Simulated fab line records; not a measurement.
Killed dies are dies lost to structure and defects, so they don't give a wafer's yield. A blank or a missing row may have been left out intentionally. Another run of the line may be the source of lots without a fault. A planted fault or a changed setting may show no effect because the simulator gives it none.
A struck lot beside a sound one | flow sky130 | 31 out of 708 route steps
Sound: the wafers L339.1, L339.3, L339.4. Struck: wafers L344.1, L344.2, L344.6. The cause is named last.
At each step with rows: each side's tool, then ch and its chambers, then its first start. Under that, the readings that differ: sound wafers | struck wafers | difference of the means | sigmas: that difference in standard deviations of wafers without a fault.
alike: same words and numbers on both sides, and readings whose means sit less than 2 such deviations apart. not compared: any withheld reading, any reading some wafer has no value for, any bound like >300 that may hide the same value, and any number with overlapping values for which the record gives no deviation.
A row with sigmas, a row that says differs or no value, or rows on one side alone: a step with any of these is where the two part. When numbers do not overlap yet have no deviation, they are printed without sigmas and do not part them. A reading that every wafer of one side lacks parts them only if that side has two wafers or more.

first, 1 step without rows for these wafers: SKY_PWDE_IMPLANT_08.
SKY_PWDE_STRIP_09: strips in O2/N2.
  sound on plasma_asher-03 ch 0,1, day 5 23:11; struck on plasma_asher-02 ch 0,1, day 7 00:57
  alike: drypump_motor_current_A, oes_product_au, strip_time_to_endpoint_s
  not compared: rf_hours_counter_h
SKY_PWDE_TW_MEAS_10:
  sound on film_metro-01, day 5 23:17; struck on film_metro-01, day 7 01:04
  alike: PWDE_TW
then, 7 steps without rows for these wafers: SKY_NWELL_DEHYDRATE_03 (time 60 s); SKY_NWELL_HMDS_04 (prime time 60 s); SKY_NWELL_COAT_05 (resist thk 3000 nm); SKY_NWELL_SOFTBAKE_06; SKY_NWELL_EXPOSE_07 (exposes mask NWM, target cd 840 nm); SKY_NWELL_PEB_08; SKY_NWELL_DEVELOP_09 (develop time 61.01 s).
SKY_NWELL_OVL_MEAS_10:
  sound on overlay-02, day 6 16:31; struck on overlay-02, day 7 21:12
  alike: NWELL_00_OVL
then, 1 step without rows for these wafers: SKY_NWELL_IMPLANT_11.
SKY_NWELL_IMPLANT_12:
  sound on implanter-02 ch 0, day 6 16:42; struck on implanter-02 ch 0, day 7 21:23
  reading            | sound                            | struck                        | difference | sigmas
  dose_ions_cm2      | 1.2993e+12 1.2995e+12 1.2992e+12 | 8.544e+11 8.533e+11 8.543e+11 | -4.453e+11 | -99 or more
  faraday_current_uA | 7.19 7.37 7.22                   | 4.77 4.69 4.67                | -2.55      | -18
then, 1 step without rows for these wafers: SKY_NWELL_IMPLANT_13.
SKY_NWELL_STRIP_14: strips in O2/N2.
  sound on plasma_asher-03 ch 0,1, day 6 17:00; struck on plasma_asher-03 ch 0,1, day 7 21:41
  alike: drypump_motor_current_A, oes_product_au, strip_time_to_endpoint_s
  not compared: rf_hours_counter_h
SKY_NWELL_TW_MEAS_15:
  sound on film_metro-01, day 6 17:06; struck on film_metro-03, day 7 21:47
  reading  | sound          | struck         | difference | sigmas
  NWELL_TW | 1855 1852 1855 | 1806 1804 1807 | -48        | -3
then, 7 steps without rows for these wafers: SKY_NWELL_DEHYDRATE_16 (time 60 s); SKY_NWELL_HMDS_17 (prime time 60 s); SKY_NWELL_COAT_18 (resist thk 3000 nm); SKY_NWELL_SOFTBAKE_19; SKY_NWELL_EXPOSE_20 (exposes mask NWM COMPLEMENT, target cd 840 nm); SKY_NWELL_PEB_21; SKY_NWELL_DEVELOP_22 (develop time 60 s).
SKY_NWELL_OVL_MEAS_23:
  sound on overlay-01, day 7 12:50; struck on overlay-02, day 8 18:17
  alike: NWELL_01_OVL
then, 1 step without rows for these wafers: SKY_NWELL_IMPLANT_24.
SKY_NWELL_STRIP_25: strips in O2/N2.
  sound on plasma_asher-04 ch 0,1, day 7 13:02; struck on plasma_asher-03 ch 0,1, day 8 18:29
  alike: drypump_motor_current_A, oes_product_au, strip_time_to_endpoint_s
  not compared: rf_hours_counter_h
SKY_NWELL_TW_MEAS_26:
  sound on film_metro-04, day 7 13:19; struck on film_metro-03, day 8 18:35
  alike: NWELL_2_TW
then, 1 step without rows for these wafers: SKY_NWELL_CLEAN_27 (cleans in SC1/SC2, time 155.1 s).
SKY_NWELL_RTA_28: time 30 s.
  sound on rtp_anneal-02 ch 0, day 7 13:25; struck on rtp_anneal-02 ch 0, day 8 18:41
  alike: lamp_power_pct, wafer_temp_C_max
SKY_NWELL_RS_MEAS_29: a four-point-probe measurement.
  sound on film_metro-04, day 7 13:31; struck on film_metro-01, day 8 18:53
  reading           | sound             | struck            | difference | sigmas
  NWELL_RS (ohm/sq) | 622.7 625.6 625.6 | 635.5 635.2 635.5 | +10.8      | +8
-- the record jumps here: 41 days lie between the struck wafers' starts before and after (it left off in module NWELL and takes up again in module PAD_OPEN, whose first step shown is number 708 of the route) --
SKY_PAD_OPEN_PROBE_99:
  sound on prober-02, day 48 00:15; struck on prober-01, day 49 20:03
  reading                                   | sound                         | struck                        | difference | sigmas
  model.etest.nfet_16v.r_on_ohm_um          | 1.383e+04 1.372e+04 1.376e+04 | 1.468e+04 1.457e+04 1.472e+04 | +8.867e+02 |
  model.etest.pfet_g5v0d10v5.off_log10_a_um | -12.75 -12.56 -12.38          | -11.16 -11.32 -11.11          | +1.37      |
  model.etest.pfet_01v8_lvt.off_log10_a_um  | -8.792 -8.809 -8.706          | -8.111 -8.105 -8.134          | +0.652     |
  alike: killed_at_M0_to_M3, killed_at_M4_up, killed_at_contacts, killed_at_front_end, killed_at_other, killed_dies, killed_open, killed_short
  not compared: model.etest.pfet_g5v0d10v5.r_on_ohm_um, model.etest.tip_p_5v.rs_ohm_sq, model.etest.pfet_g5v0d10v5.drive_ua_um, model.etest.pfet_01v8_lvt.drive_ua_um, model.etest.pfet_16v.drive_ua_um

== WHERE THEY PART ==
Last at SKY_NWELL_RS_MEAS_29 as far as this record goes, first at SKY_NWELL_IMPLANT_12. Later steps at which nothing parts them and some readings are alike: SKY_PAD_OPEN_PROBE_99.

WHY: the cause the simulator had injected
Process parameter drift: implanter-02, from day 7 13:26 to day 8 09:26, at SKY_NWELL_IMPLANT_12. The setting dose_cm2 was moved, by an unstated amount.
